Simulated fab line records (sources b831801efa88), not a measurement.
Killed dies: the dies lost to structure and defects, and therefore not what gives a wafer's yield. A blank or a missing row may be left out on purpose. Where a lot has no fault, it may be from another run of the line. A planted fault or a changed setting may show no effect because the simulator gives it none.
What tool caused it? | flow gf180mcu | 6 lots (18 wafers sampled), 1 step of a 602-step route

## WHAT THE GAUGES SHOWED, per wafer
GF_MVPSD_TW_MEAS_11.
lot  | measured     | on            | MVPSD_TW
L640 | day 5 06:35  | film_metro-04 | 545 544 543
L643 | day 5 23:59  | film_metro-03 | 551 548 550
L649 | day 7 13:59  | film_metro-04 | 542 542 541
L656 | day 9 05:44  | film_metro-04 | 545 544 547
L659 | day 9 23:13  | film_metro-03 | 548 548 549
L662 | day 10 17:48 | film_metro-03 | 549 549 548

## WHAT TOOL EACH LOT RAN ON (gives the tool, then ch and the chambers of the sampled wafers, and finally the start)
The record shows no process step preceding these readings.

## THE ANSWER, worked out from the rows above alone
Rule: the lots themselves supply what counts as usual. Put in order of their means at a reading, lots are off if they are a third of the lots or fewer, leave a main group of 4 or more, and stand apart from it by a gap of 3 or more times the standard deviation of the main group's means; of several such gaps the widest counts. If all means in a main group match to the digits the tables above print for the reading, that group is not used. A lot without any number at a reading at which 4 lots or more have one is off too. Where the step has rows for the other lots, those lots are counted as sound.
Across all readings shown, no lot is off: no conclusion can be drawn from this.

## WHAT THE SIMULATOR HAD PUT IN
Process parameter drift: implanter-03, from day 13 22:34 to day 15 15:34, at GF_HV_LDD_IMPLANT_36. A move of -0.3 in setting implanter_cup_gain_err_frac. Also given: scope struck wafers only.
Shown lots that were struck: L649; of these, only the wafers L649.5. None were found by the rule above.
